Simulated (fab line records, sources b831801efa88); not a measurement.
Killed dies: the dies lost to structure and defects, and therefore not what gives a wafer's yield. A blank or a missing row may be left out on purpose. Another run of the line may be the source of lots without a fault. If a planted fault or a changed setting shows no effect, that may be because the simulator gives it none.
Which tool did it? + flow gf180mcu + 32 wafers from 11 lots sampled at 3 of the route's 602 steps

WHAT THE GAUGES SHOWED, per wafer
GF_V4_RS_MEAS_24: a four-point-probe measurement.
| lot  | measured     | on            | V4_W_RS (ohm/sq)  |
|------|--------------|---------------|-------------------|
| L584 | day 24 05:56 | film metro-03 | 0.327 0.327 0.330 |
| L588 | day 25 18:20 | film metro-04 | 0.328 0.320 0.320 |
| L589 | day 26 00:22 | film metro-03 | 0.330 0.322 0.324 |
| L590 | day 26 11:58 | film metro-01 | 0.320 0.325 0.327 |
| L593 | day 27 05:34 | film metro-01 | 0.321 0.327 0.319 |
| L595 | day 27 20:13 | film metro-01 | 0.321 0.329 0.322 |
| L596 | day 28 14:32 | film metro-03 | 0.327 0.324 0.322 |
| L597 | day 28 18:46 | film metro-03 | 0.323 0.325 0.321 |
| L602 | day 30 07:19 | film metro-03 | 0.321 0.327 0.190 |
| L606 | day 31 05:28 | film metro-03 | 0.327 0.326 0.190 |
| L607 | day 31 14:57 | film metro-04 | 0.326 0.193       |

EACH LOT AND THE TOOL THAT RAN IT (in order: tool; ch and the chambers of the sampled wafers; start)
| lot  | GF_V3_CMP_04                  | GF_V4_CVD_23                  |
|------|-------------------------------|-------------------------------|
| L584 | cmp-01 ch 2,3, day 21 02:38   | cvd w-01 ch 0,1, day 24 05:48 |
| L588 | cmp-01 ch 1,3, day 22 17:54   | cvd w-02 ch 0,1, day 25 18:13 |
| L589 | cmp-01 ch 0,1,2, day 23 00:35 | cvd w-02 ch 0,1, day 26 00:15 |
| L590 | cmp-02 ch 1,2,3, day 23 13:47 | cvd w-02 ch 0,1, day 26 11:52 |
| L593 | cmp-01 ch 0,2,3, day 24 10:24 | cvd w-02 ch 0,1, day 27 05:26 |
| L595 | cmp-02 ch 0,1,3, day 25 00:42 | cvd w-02 ch 0,1, day 27 20:05 |
| L596 | cmp-01 ch 0,1,2, day 25 19:34 | cvd w-01 ch 0,1, day 28 14:26 |
| L597 | cmp-02 ch 0,1,3, day 26 01:04 | cvd w-01 ch 0,1, day 28 18:39 |
| L602 | cmp-02 ch 2,3, day 27 17:40   | cvd w-01 ch 0,1, day 30 07:13 |
| L606 | cmp-01 ch 0,2, day 28 18:40   | cvd w-01 ch 0,1, day 31 05:21 |
| L607 | cmp-02 ch 1, day 29 05:13     | cvd w-01 ch 1, day 31 14:50   |
- GF_V3_CMP_04: polishes SiO2.
- GF_V4_CVD_23: deposits W, target thk 350 nm, time 104.9 s.

THE ANSWER, worked out from the rows above alone
Rule: what is usual is taken from the lots themselves. The widest of any qualifying gaps counts: lots, ordered by their means at a reading, are off when they make up no more than a third of the lots, leave a main group of 4 or more, and stand apart from it by 3 or more times the standard deviation of that group's means. A main group whose means are all the same, to the digits that the tables above print for the reading, isn't used. Also off: a lot with no number at a reading for which 4 or more lots have one. The other lots that the step has rows for count as sound.
Off: L602, L606, L607, seen at GF_V4_RS_MEAS_24 (V4_W_RS). The main group has a mean of 0.324 ohm/sq with a standard deviation of 0.0017.
A tool fits if, at a process step before that reading, it ran every lot that is off, and no sound lot after the first of them. Those tools and the gauges at GF_V4_RS_MEAS_24 are tried in the same way. One fits: GF_V4_CVD_23 on cvd w-01. A fault onset in the window from L597 (day 28 18:39, its last sound lot) to L602 (day 30 07:13, its first lot off) fits.

WHAT HAD BEEN PUT IN BY THE SIMULATOR
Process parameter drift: cvd w-01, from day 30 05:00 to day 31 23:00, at GF_V4_CVD_23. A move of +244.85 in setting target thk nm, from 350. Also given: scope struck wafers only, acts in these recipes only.
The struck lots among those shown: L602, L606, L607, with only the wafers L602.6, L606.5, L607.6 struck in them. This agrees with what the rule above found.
